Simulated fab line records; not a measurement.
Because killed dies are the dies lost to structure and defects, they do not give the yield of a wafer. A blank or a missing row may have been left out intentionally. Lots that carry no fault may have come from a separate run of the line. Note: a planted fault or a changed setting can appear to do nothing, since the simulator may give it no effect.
What tool caused it? :: flow gf180mcu :: Sampling: 14 lots, 42 wafers, 3 of 602 route steps

== WHAT EACH GAUGE READ, for each wafer ==
GF_M1_RS_MEAS_05: measures by four-point-probe. Usual: for M1_ALCU_RS the level is 0.0694 ohm/sq and the standard deviation is 0.00085.
lot: L310
measured: day 16 03:46
on: film-metro-02
M1_ALCU_RS (ohm/sq): 0.0705 0.0697 0.0701
flag: 

lot: L312
measured: day 16 18:04
on: film-metro-02
M1_ALCU_RS (ohm/sq): 0.0694 0.0697 0.0684
flag: 

lot: L313
measured: day 17 03:45
on: film-metro-04
M1_ALCU_RS (ohm/sq): 0.0687 0.0692 0.0673
flag: 

lot: L315
measured: day 17 17:10
on: film-metro-03
M1_ALCU_RS (ohm/sq): 0.0677 0.0678 0.0669
flag: 

lot: L316
measured: day 18 04:52
on: film-metro-03
M1_ALCU_RS (ohm/sq): 0.0695 0.0699 0.0694
flag: 

lot: L317
measured: day 18 19:16
on: film-metro-04
M1_ALCU_RS (ohm/sq): 0.0698 0.0691 0.0691
flag: 

lot: L318
measured: day 18 20:11
on: film-metro-02
M1_ALCU_RS (ohm/sq): 0.0697 0.0701 0.0693
flag: 

lot: L319
measured: day 19 10:34
on: film-metro-02
M1_ALCU_RS (ohm/sq): 0.0692 0.0695 0.0691
flag: 

lot: L327
measured: day 22 11:20
on: film-metro-03
M1_ALCU_RS (ohm/sq): 0.0685 0.0704 0.0700
flag: 

lot: L328
measured: day 22 14:29
on: film-metro-02
M1_ALCU_RS (ohm/sq): 0.0688 0.0677 0.0680
flag: 

lot: L329
measured: day 23 00:31
on: film-metro-04
M1_ALCU_RS (ohm/sq): 0.0684 0.0692 0.0684
flag: 

lot: L332
measured: day 24 01:11
on: film-metro-03
M1_ALCU_RS (ohm/sq): 0.0698 0.0696 0.0702
flag: 

lot: L331
measured: day 24 01:34
on: film-metro-02
M1_ALCU_RS (ohm/sq): 0.0693 0.0703 0.0693
flag: 

lot: L333
measured: day 24 11:58
on: film-metro-04
M1_ALCU_RS (ohm/sq): 0.0682 0.0700 0.0687
flag: 

GF_M1_OVL_MEAS_15. Usual: for M1_OVL the level is 0 nm and the standard deviation is 6.6.
lot: L310
measured: day 17 02:37
on: overlay-02
M1_OVL (nm): 8 2 1
flag: 

lot: L312
measured: day 17 15:43
on: overlay-02
M1_OVL (nm): 0 -2 4
flag: 

lot: L313
measured: day 18 02:28
on: overlay-01
M1_OVL (nm): -2 0 0
flag: 

lot: L315
measured: day 18 16:49
on: overlay-01
M1_OVL (nm): 5 -4 0
flag: 

lot: L316
measured: day 19 04:49
on: overlay-02
M1_OVL (nm): -4 0 -7
flag: 

lot: L317
measured: day 19 19:49
on: overlay-02
M1_OVL (nm): 5 9 8
flag: 

lot: L318
measured: day 19 20:46
on: overlay-01
M1_OVL (nm): 6 4 3
flag: 

lot: L319
measured: day 20 10:26
on: overlay-02
M1_OVL (nm): 16 4 3
flag: 

lot: L327
measured: day 23 10:16
on: overlay-01
M1_OVL (nm): 2 -9 -4
flag: 

lot: L328
measured: day 23 12:53
on: overlay-01
M1_OVL (nm): 8 4 6
flag: 

lot: L329
measured: day 23 22:47
on: overlay-02
M1_OVL (nm): -9 -15 -8
flag: 

lot: L332
measured: day 24 23:07
on: overlay-02
M1_OVL (nm): 1 -3 3
flag: 

lot: L331
measured: day 24 23:08
on: overlay-01
M1_OVL (nm): 0 0 -8
flag: 

lot: L333
measured: day 25 09:01
on: overlay-02
M1_OVL (nm): -4 -7 -3
flag: 

GF_V1_BOW_MEAS_05. Usual: for V1_BOW the level is 82 um and the standard deviation is 7.3.
lot: L310
measured: day 17 03:54
on: film-metro-02
V1_BOW (um): 91 79 79
flag: 

lot: L312
measured: day 17 17:06
on: film-metro-02
V1_BOW (um): 84 80 90
flag: 

lot: L313
measured: day 18 03:42
on: film-metro-01
V1_BOW (um): 75 78 70
flag: 

lot: L315
measured: day 18 18:31
on: film-metro-01
V1_BOW (um): 78 82 77
flag: 

lot: L316
measured: day 19 06:10
on: film-metro-02
V1_BOW (um): 78 87 80
flag: 

lot: L317
measured: day 19 21:05
on: film-metro-03
V1_BOW (um): 70 78 67
flag: 

lot: L318
measured: day 19 22:05
on: film-metro-01
V1_BOW (um): 77 86 76
flag: 

lot: L319
measured: day 20 11:41
on: film-metro-03
V1_BOW (um): 85 82 85
flag: 

lot: L327
measured: day 23 11:35
on: film-metro-02
V1_BOW (um): 67 68 70
flag: 

lot: L328
measured: day 23 14:10
on: film-metro-02
V1_BOW (um): 76 79 86
flag: 

lot: L329
measured: day 24 00:05
on: film-metro-03
V1_BOW (um): 92 85 92
flag: 

lot: L332
measured: day 25 00:22
on: film-metro-02
V1_BOW (um): 81 85 93
flag: 

lot: L331
measured: day 25 00:30
on: film-metro-03
V1_BOW (um): 71 90 82
flag: 

lot: L333
measured: day 25 10:29
on: film-metro-02
V1_BOW (um): 78 81 78
flag: 

== WHAT TOOL EACH LOT RAN ON (gives the tool, then ch and the chambers of the sampled wafers, and finally the start) ==
Before these readings, the record contains no process step.

== WHAT THE TOOLS THEMSELVES READ (means of the sampled wafers that have a number; where no wafer has one, the mark that the record gives instead) ==
The record holds no such reading with a usual standard deviation.

== THE ANSWER, worked out from the rows above alone ==
Rule: lot off if the mean of its wafers having a number is beyond 3 standard deviations from the usual mean. Also off: a lot with no number at a reading for which 4 or more lots have one. Any other lot the step has rows for is counted as sound. The gauges are gone through in route order, then the tools' own readings, and for those a lot's mean is taken as printed above. At the first step where some lot is off, the reading lying furthest off is the one used; lots without a number count as furthest.
Nothing can be told from this: no lot is off at any reading shown.

== WHAT WAS PUT IN BY THE SIMULATOR ==
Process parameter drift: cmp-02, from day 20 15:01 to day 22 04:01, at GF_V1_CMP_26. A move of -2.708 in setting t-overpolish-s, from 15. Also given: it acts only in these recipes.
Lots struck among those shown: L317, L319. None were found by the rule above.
